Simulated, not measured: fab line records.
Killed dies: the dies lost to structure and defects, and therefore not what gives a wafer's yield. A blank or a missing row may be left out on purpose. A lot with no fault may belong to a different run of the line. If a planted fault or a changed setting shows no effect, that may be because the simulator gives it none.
Matching of chambers | flow gf180mcu | 4 sister chambers for GF_STI_CMP_25 on cmp-01
The step polishes, stops on Si3N4, t overpolish 33 s, target thk 524.6 nm. 4 wafers are shown with their chamber, then 7 later ones without.

## WAFERS, EACH WITH ITS CHAMBER
wafer  | chamber | motor current A (A)
L454.1 | 0       | 12.5
L454.3 | 3       | 13.3
L459.1 | 2       | 11.8
L459.4 | 1       | 11.3

## WAFERS MISSING THEIR CHAMBER
wafer  | motor current A (A)
L459.5 | 12.0
L460.1 | 11.1
L460.4 | 11.7
L460.6 | 11.8
L461.1 | 11.8
L461.3 | 11.3
L461.6 | 11.5

## CHAMBER TAKEN BY EACH
wafer  | from the rows above     | in truth
L459.5 | 2                       | 2
L460.1 | 1                       | 1
L460.4 | 2                       | 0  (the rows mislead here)
L460.6 | 2                       | 2
L461.1 | 2                       | 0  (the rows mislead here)
L461.3 | 1                       | 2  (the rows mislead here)
L461.6 | can't be placed: 1 or 2 | 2
Correctly placed: 3 of 7. From these rows, 1 cannot be placed; in 1 the true chamber is one of the candidates. Placed wrongly: 3.
How it was worked out, from the rows above alone: a wafer's distance from a chamber is the root of the sum, over the readings, of the square of ((its reading less the chamber's mean) divided by the reading's scatter). If the next closest chamber is less than 2 further off than the closest, the wafer can't be placed; otherwise it belongs to the closest. The mean given for a chamber averages the wafers shown for that chamber. The scatter (one wafer shown for each chamber): square how far every hidden wafer sits from the nearest shown wafer, average those squares and take the square root.
